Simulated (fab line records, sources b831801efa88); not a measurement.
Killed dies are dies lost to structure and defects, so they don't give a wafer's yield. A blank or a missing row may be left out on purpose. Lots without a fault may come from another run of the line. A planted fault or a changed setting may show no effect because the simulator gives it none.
fab line records | flow sky130
record lots=12 wafers=36 last_day=50
route steps=708 shown VT_ADJUST_LVTN@117 CAP2M@606 PASSIVATION@693 PAD_OPEN@702
lots that met no fault: from a run of the same line without faults
start_h: hours from the record's first day to the start of the lot's first wafer shown | wait_h: hours since the lot's step before | " the same as in the row above | L1.1+2: a row that stands for several wafers | - no value, or no start given | * or withheld: withheld | < > ~ a bound
route shown NAME@n: a module of which the file shows steps, and the number in the route of the first | usual: mean/standard deviation of fault-free wafers | same: alike in all rows | chamber/n: place in a boat | sites: the reading at each site | _std_site: their standard deviation | _edge_site: outer sites' mean less inner sites' | radius_mm: how far each site lies from the wafer's centre | mask NAME#n: copy n | behind: the tool/chamber that last shaped the wafer | hold: why the lot was held/for how many hours/how that ended | device: the transistor (n, p or np) that didn't switch | end of line: the same wafers' tests at the end of the route | a step without rows: its recipe alone | killed: dies lost to structure and defects at the first sort, not the wafer's yield | map: a wafer's dies, x killed, . not, _ none there
set.NAME: the setting as run; set.NAME@STEP: as run at that earlier step | model.NAME: the simulator's own value behind a step, which no gauge read
steps of the route over a sample of lots; a table a step, a row a wafer
services: from which hour (start_h, from the record's first day; less than 0 if before it) a tool's chamber was out of use, for how many hours, and why
## steps
# step SKY_VT_ADJUST_LVTN_STRIP_20
# recipe chemistry=O2/N2 power_w=1400 pressure_mtorr=1500 platen_temp_c=withheld o2_flow_sccm=3000 n2_flow_sccm=300 overash_fraction=0.5
# usual drypump_motor_current_A=5.7/0.45 oes_product_au=0.716/0.0043 strip_time_to_endpoint_s=14.17/0.036
# columns lot.wafer tool chamber start_h wait_h drypump_motor_current_A oes_product_au rf_hours_counter_h strip_time_to_endpoint_s
L515.2 plasma_asher-01 1 170.09 0.1 5.4 0.714 5 14.18
L515.5 " 0 " " 6.3 0.715 - 14.19
L515.6 " 1 " " 5.4 0.713 - 14.15
L517.3 plasma_asher-01 0 183.12 0.1 6.2 0.715 - 14.15
L517.5 " 0 " " 6.2 0.715 - 14.16
L517.6 " 1 " " 5.4 0.711 - 14.16
L519.1 plasma_asher-01 1 195.60 0.1 5.4 0.715 8 14.16
L519.3 " 1 " " 5.4 0.710 - 14.14
L519.5 " 1 " " 5.4 0.705 - 14.15
L520.3 plasma_asher-03 1 205.72 0.1 5.9 0.718 - 14.20
L520.4 " 0 " " 5.6 0.723 - 14.18
L520.5 " 0 " " 5.6 0.713 - 14.19
L521.2 plasma_asher-01 1 212.00 0.1 5.4 0.720 10 14.18
L521.4 " 0 " " 6.2 0.714 - 14.18
L521.5 " 1 " " 5.4 0.717 - 14.19
L523.2 plasma_asher-02 1 221.74 0.1 4.9 0.718 54 14.26
L523.5 " 0 " " 5.9 0.715 - 14.22
L523.6 " 1 " " 4.9 0.716 - 14.20
L524.1 plasma_asher-02 0 230.85 0.1 5.9 0.722 55 14.15
L524.2 " 1 " " 4.9 0.715 55 14.14
L524.3 " 0 " " 5.8 0.715 - 14.24
L526.1 plasma_asher-01 1 244.80 0.1 5.4 0.711 13 14.18
L526.3 " 1 " " 5.5 0.711 - 14.20
L526.5 " 1 " " 5.5 0.710 - 14.21
L527.1 plasma_asher-01 1 252.85 0.1 5.4 0.712 14 14.22
L527.4 " 0 " " 6.2 0.717 - 14.20
L527.5 " 1 " " 5.4 0.719 - 14.21
L531.2 plasma_asher-01 1 279.65 0.1 5.4 0.713 17 14.18
L531.5 " 0 " " 6.3 0.713 - 14.13
L531.6 " 1 " " 5.4 0.721 - 14.16
L532.1 plasma_asher-01 0 287.50 0.1 6.3 0.714 18 14.20
L532.3 " 1 " " 5.4 0.718 - 14.18
L532.5 " 1 " " 5.4 0.720 - 14.23
L533.3 plasma_asher-01 0 290.39 0.1 6.3 0.716 - 14.11
L533.4 " 1 " " 5.5 0.724 - 14.16
L533.6 " 1 " " 5.4 0.712 - 14.13
# step SKY_CAP2M_RS_MEAS_03
# recipe thk_meas_gauge=four-point-probe reads=TiN_of_CAP2M_SPUTTER_02
# usual CAP2M_TIN_RS=6.89/0.08
# columns lot.wafer tool chamber start_h wait_h CAP2M_TIN_RS[ohm/sq]
L515.2 film_metro-02 - 943.36 0.1 6.95
L515.5 " - " " 6.85
L515.6 " - " " 6.97
L517.3 film_metro-02 - 958.74 0.1 6.81
L517.5 " - " " 6.80
L517.6 " - " " 6.92
L519.1 film_metro-04 - 974.25 0.1 6.85
L519.3 " - " " 7.09
L519.5 " - " " 6.99
L520.3 film_metro-02 - 990.04 0.1 6.91
L520.4 " - " " 6.93
L520.5 " - " " 6.98
L521.2 film_metro-01 - 994.15 0.1 6.89
L521.4 " - " " 6.94
L521.5 " - " " 6.96
L523.2 film_metro-04 - 1001.62 0.1 6.84
L523.5 " - " " 6.88
L523.6 " - " " 6.92
L524.1 film_metro-04 - 1012.62 0.1 6.80
L524.2 " - " " 6.85
L524.3 " - " " 6.94
L526.1 film_metro-01 - 1022.60 0.1 6.87
L526.3 " - " " 6.90
L526.5 " - " " 6.78
L527.1 film_metro-02 - 1039.69 0.1 6.96
L527.4 " - " " 7.01
L527.5 " - " " 7.03
L531.2 film_metro-01 - 1063.07 0.1 6.89
L531.5 " - " " 6.83
L531.6 " - " " 6.77
L532.1 film_metro-04 - 1066.50 0.1 6.83
L532.3 " - " " 7.00
L532.5 " - " " 6.94
L533.3 film_metro-02 - 1069.31 0.1 6.93
L533.4 " - " " 6.76
L533.6 " - " " 6.91
# step SKY_PASSIVATION_STRIP_12
# recipe chemistry=O2/N2 power_w=1400 pressure_mtorr=1500 platen_temp_c=withheld overash_fraction=0.7 o2_flow_sccm=3000 n2_flow_sccm=300
# usual drypump_motor_current_A=5.7/0.49 oes_product_au=0.660/0.0044 strip_time_to_endpoint_s=31.43/0.16
# columns lot.wafer tool chamber start_h wait_h drypump_motor_current_A oes_product_au rf_hours_counter_h strip_time_to_endpoint_s
L515.2 plasma_asher-04 0 1064.93 0.1 6.1 0.664 30 31.30
L515.5 " 1 " " 6.0 0.657 - 31.33
L515.6 " 0 " " 6.1 0.658 - 31.17
L517.3 plasma_asher-01 0 1075.41 0.1 6.3 0.658 - 31.33
L517.5 " 0 " " 6.2 0.669 - 31.40
L517.6 " 1 " " 5.4 0.664 - 31.59
L519.1 plasma_asher-04 0 1090.08 0.1 6.1 0.660 34 31.37
L519.3 " 1 " " 6.0 0.656 - 31.09
L519.5 " 0 " " 6.1 0.656 - 31.46
L520.3 plasma_asher-02 1 1107.01 0.1 4.9 0.666 - 31.39
L520.4 " 0 " " 5.8 0.659 - 31.40
L520.5 " 1 " " 4.9 0.663 - 31.35
L521.2 plasma_asher-01 1 1109.43 0.1 5.4 0.670 100 31.39
L521.4 " 0 " " 6.3 0.658 - 31.39
L521.5 " 1 " " 5.5 0.667 - 31.46
L523.2 plasma_asher-01 0 1114.37 0.1 6.2 0.660 100 31.47
L523.5 " 0 " " 6.3 0.658 - 31.46
L523.6 " 1 " " 5.4 0.665 - 31.26
L524.1 plasma_asher-04 1 1119.72 0.1 6.1 0.659 36 31.52
L524.2 " 0 " " 6.1 0.659 36 31.57
L524.3 " 0 " " 6.1 0.663 - 31.62
L526.1 plasma_asher-02 0 1133.88 0.1 5.8 0.665 73 31.50
L526.3 " 1 " " 4.9 0.666 - 31.39
L526.5 " 0 " " 5.8 0.660 - 31.47
L527.1 plasma_asher-02 0 1144.61 0.1 5.9 0.665 74 31.51
L527.4 " 0 " " 5.8 0.658 - 31.47
L527.5 " 1 " " 4.9 0.660 - 31.41
L531.2 plasma_asher-02 1 1164.26 0.1 4.9 0.661 76 31.42
L531.5 " 1 " " 4.9 0.659 - 31.56
L531.6 " 0 " " 5.9 0.656 - 31.47
L532.1 plasma_asher-04 1 1170.22 0.1 6.0 0.665 41 31.50
L532.3 " 1 " " 6.0 0.666 - 31.64
L532.5 " 1 " " 6.1 0.659 - 31.48
L533.3 plasma_asher-01 0 1174.10 0.1 6.3 0.657 - 31.60
L533.4 " 1 " " 5.4 0.661 - 31.39
L533.6 " 0 " " 6.3 0.658 - 31.55
# step SKY_PAD_OPEN_STRIP_08
# recipe chemistry=O2/N2 power_w=1400 pressure_mtorr=1500 platen_temp_c=withheld overash_fraction=0.7 o2_flow_sccm=3000 n2_flow_sccm=300
# usual drypump_motor_current_A=5.6/0.45 oes_product_au=0.663/0.0041 strip_time_to_endpoint_s=36.38/0.09
# columns lot.wafer tool chamber start_h wait_h drypump_motor_current_A oes_product_au rf_hours_counter_h strip_time_to_endpoint_s
L515.2 plasma_asher-02 1 1086.72 0.1 4.9 0.659 68 36.41
L515.5 " 1 " " 4.9 0.657 - 36.32
L515.6 " 0 " " 5.8 0.665 - 36.35
L517.3 plasma_asher-01 0 1096.40 0.1 6.3 0.664 - 36.39
L517.5 " 1 " " 5.4 0.665 - 36.13
L517.6 " 0 " " 6.3 0.658 - 36.27
L519.1 plasma_asher-03 1 1110.37 0.1 6.0 0.663 4 36.26
L519.3 " 0 " " 5.6 0.658 - 36.30
L519.5 " 1 " " 6.0 0.664 - 36.35
L520.3 plasma_asher-01 1 1126.46 0.1 5.4 0.661 - 36.42
L520.4 " 0 " " 6.2 0.665 - 36.29
L520.5 " 1 " " 5.4 0.661 - 36.31
L521.2 plasma_asher-01 0 1129.47 0.1 6.3 0.661 101 36.49
L521.4 " 1 " " 5.5 0.661 - 36.50
L521.5 " 1 " " 5.5 0.664 - 36.39
L523.2 plasma_asher-02 1 1134.27 0.1 4.9 0.666 73 36.17
L523.5 " 1 " " 4.9 0.660 - 36.29
L523.6 " 0 " " 5.8 0.664 - 36.32
L524.1 plasma_asher-01 0 1139.42 0.1 6.2 0.661 103 36.49
L524.2 " 1 " " 5.4 0.664 103 36.52
L524.3 " 1 " " 5.4 0.666 - 36.39
L526.1 plasma_asher-02 1 1152.26 0.1 4.9 0.663 75 36.51
L526.3 " 1 " " 4.9 0.661 - 36.49
L526.5 " 1 " " 4.9 0.665 - 36.50
L527.1 plasma_asher-02 1 1162.11 0.1 4.9 0.658 76 36.28
L527.4 " 0 " " 5.9 0.669 - 36.24
L527.5 " 0 " " 5.9 0.665 - 36.35
L531.2 plasma_asher-02 0 1181.31 0.1 5.8 0.667 78 36.46
L531.5 " 1 " " 4.9 0.662 - 36.29
L531.6 " 0 " " 5.8 0.667 - 36.50
L532.1 plasma_asher-01 1 1186.77 0.1 5.4 0.660 107 36.36
L532.3 " 0 " " 6.3 0.661 - 36.47
L532.5 " 0 " " 6.3 0.657 - 36.36
L533.3 plasma_asher-01 1 1191.34 0.1 5.4 0.659 - 36.31
L533.4 " 0 " " 6.2 0.660 - 36.20
L533.6 " 0 " " 6.2 0.658 - 36.29
# step SKY_PAD_OPEN_PROBE_99
# usual killed_at_M0_to_M3=43/5.9 killed_at_M4_up=2.9/1.5 killed_at_contacts=24/5 killed_at_front_end=15/4.8 killed_at_other=0.2/0.5 killed_dies=86/9.3 killed_on_rim=17/4.1 killed_open=47/7.1 killed_short=38/6.3
# same gross_dies=492 killed_at_back_side=0
# columns lot.wafer tool chamber start_h wait_h killed_at_M0_to_M3 killed_at_M4_up killed_at_contacts killed_at_front_end killed_at_other killed_dies killed_on_rim killed_open killed_short
L523.2 prober-02 - 1136.53 0.1 42 1 25 32 0 100 17 52 48
L523.5 prober-02 - 1136.68 0.2 46 4 26 12 0 88 19 33 55
L523.6 prober-02 - 1136.73 0.2 36 3 21 11 0 71 12 37 34
L531.2 prober-01 - 1183.57 0.1 34 0 27 15 0 76 15 42 34
L531.5 prober-01 - 1183.72 0.2 45 3 24 49 1 122 25 42 44
L531.6 prober-01 - 1183.77 0.2 44 1 24 18 0 87 18 46 41
L532.1 prober-02 - 1188.99 0.1 25 3 25 46 2 101 24 38 23
L532.3 prober-02 - 1189.09 0.2 35 3 23 11 0 72 13 41 31
L532.5 prober-02 - 1189.19 0.2 36 5 35 25 0 101 19 47 54
L533.3 prober-01 - 1193.62 0.2 30 3 17 48 0 98 19 39 24
L533.4 prober-01 - 1193.67 0.2 43 4 23 11 0 81 20 41 40
L533.6 prober-01 - 1193.77 0.2 66 3 29 16 0 114 28 55 59
# killed by level:class
L523.2 LI_CONTACT:geometric_particle:open=12 VIA2:geometric_particle:open=9 POLY_GATE:geometric_particle:open=9 VIA1:geometric_particle:open=7 METAL1:geometric_particle:short=7 FIELD_ISO:geometric_particle:short=6 POLY_GATE:geometric_particle:short=6 VIA1:geometric_particle:short=6
L523.5 CONTACT:geometric_particle:open=9 LOCAL_INTERCONNECT:geometric_particle:short=7 METAL1:geometric_particle:short=7 CONTACT:geometric_particle:short=6 METAL2:geometric_particle:short=6 VIA2:geometric_particle:open=6 VIA1:geometric_particle:open=5 METAL3:geometric_particle:short=5
L523.6 CONTACT:geometric_particle:open=9 VIA2:geometric_particle:open=6 VIA3:geometric_particle:open=5 METAL1:geometric_particle:short=5 LI_CONTACT:geometric_particle:open=4 VIA3:geometric_particle:short=4 VIA1:geometric_particle:short=4 METAL2:geometric_particle:short=4
L531.2 CONTACT:geometric_particle:open=8 LI_CONTACT:geometric_particle:open=6 METAL1:geometric_particle:short=6 POLY_GATE:geometric_particle:open=5 VIA1:geometric_particle:short=5 VIA1:geometric_particle:open=5 LOCAL_INTERCONNECT:geometric_particle:short=4 METAL2:geometric_particle:short=4
L531.5 VT_ADJUST_LVTN:unspecified=36 VIA1:geometric_particle:open=11 LI_CONTACT:geometric_particle:open=8 METAL1:geometric_particle:short=6 VIA2:geometric_particle:open=6 CONTACT:geometric_particle:open=5 VIA1:geometric_particle:short=5 METAL3:geometric_particle:short=5
L531.6 VIA1:geometric_particle:open=10 FIELD_ISO:geometric_particle:open=7 CONTACT:geometric_particle:short=7 CONTACT:geometric_particle:open=7 VIA2:geometric_particle:open=6 LOCAL_INTERCONNECT:geometric_particle:short=5 METAL2:geometric_particle:short=5 POLY_GATE:geometric_particle:open=4
L532.1 VT_ADJUST_LVTN:unspecified=40 CONTACT:geometric_particle:open=12 LI_CONTACT:geometric_particle:open=9 VIA1:geometric_particle:open=5 VIA2:geometric_particle:open=4 METAL1:geometric_particle:short=3 VIA1:geometric_particle:short=3 VIA2:geometric_particle:short=3
L532.3 VIA1:geometric_particle:open=9 LI_CONTACT:geometric_particle:open=9 METAL2:geometric_particle:short=6 VIA3:geometric_particle:open=6 CONTACT:geometric_particle:open=5 CONTACT:geometric_particle:short=5 FIELD_ISO:geometric_particle:open=4 VIA1:geometric_particle:short=4
L532.5 LI_CONTACT:geometric_particle:open=14 LOCAL_INTERCONNECT:geometric_particle:short=10 POLY_GATE:geometric_particle:short=5 POLY_GATE:geometric_particle:open=5 SPACER:geometric_particle:open=5 VIA1:geometric_particle:short=5 CONTACT:geometric_particle:open=5 METAL1:geometric_particle:short=5
L533.3 VT_ADJUST_LVTN:unspecified=35 LI_CONTACT:geometric_particle:open=9 VIA3:geometric_particle:open=9 VIA1:geometric_particle:open=5 FIELD_ISO:geometric_particle:open=3 LI_CONTACT:geometric_particle:short=3 CONTACT:geometric_particle:open=3 VIA1:geometric_particle:short=3
L533.4 CONTACT:geometric_particle:open=10 VIA1:geometric_particle:open=7 VIA2:geometric_particle:open=6 VIA2:geometric_particle:short=6 LI_CONTACT:geometric_particle:short=5 VIA3:geometric_particle:open=5 POLY_GATE:geometric_particle:short=4 CONTACT:geometric_particle:short=4
L533.6 METAL2:geometric_particle:short=13 VIA2:geometric_particle:open=10 CONTACT:geometric_particle:open=10 VIA1:geometric_particle:open=10 FIELD_ISO:geometric_particle:short=9 VIA3:geometric_particle:open=7 CONTACT:geometric_particle:short=6 METAL1:geometric_particle:short=5
## services
# columns tool chamber start_h hours kind
plasma_asher-04 - 162.61 2.8 pm
plasma_asher-04 - 184.66 18.0 repair
plasma_asher-01 - 379.05 2.8 pm
plasma_asher-04 - 398.06 14.6 pm
plasma_asher-02 - 421.25 9.0 pm
plasma_asher-04 - 443.68 1.4 repair
plasma_asher-04 - 482.46 13.5 repair
plasma_asher-04 - 657.71 2.0 repair
plasma_asher-04 - 687.34 9.6 repair
plasma_asher-02 - 698.16 0.6 repair
plasma_asher-02 - 701.27 4.0 pm
plasma_asher-04 - 733.75 9.0 pm
plasma_asher-01 - 734.11 4.1 repair
plasma_asher-04 - 754.96 0.3 repair
plasma_asher-02 - 838.92 0.4 repair
plasma_asher-01 - 853.82 1.0 repair
plasma_asher-01 - 920.74 1.3 repair
plasma_asher-02 - 930.86 1.9 repair
plasma_asher-01 - 938.12 5.6 repair
plasma_asher-02 - 1010.94 2.8 repair
plasma_asher-02 - 1036.81 2.8 pm
plasma_asher-01 - 1076.77 6.7 repair
plasma_asher-01 - 1083.45 10.2 pm
plasma_asher-02 - 1129.03 0.5 repair
## key
first_sign step=SKY_PAD_OPEN_PROBE_99 reading=killed_at_front_end direction=up sigmas=6.8 usual=15 struck=48
effect step=SKY_PAD_OPEN_PROBE_99 reading=killed_dies direction=up sigmas=2.3 usual=86 struck=107
met_at SKY_VT_ADJUST_LVTN_STRIP_20
struck_lots L531,L532,L533
struck_wafers L531.5,L532.1,L533.3
tester_left_out L531,L532,L533
not_acting_at SKY_CAP2M_RS_MEAS_03,SKY_PASSIVATION_STRIP_12,SKY_PAD_OPEN_STRIP_08
onset_between 252.85 279.65
fault kind=chamber_particle_source tool=plasma_asher-01 chamber=0 onset_h=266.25 steps=SKY_VT_ADJUST_LVTN_STRIP_20 rate_per_visit_cm2=1.3548 end_h=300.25
# tester_left_out: of these lots the tester's yield and bins aren't shown, on N5 and GAA mostly nor the transistor test; their killed dies are dies lost to structure and defects alone, not to doping, threshold or leakage, so they don't give the yield
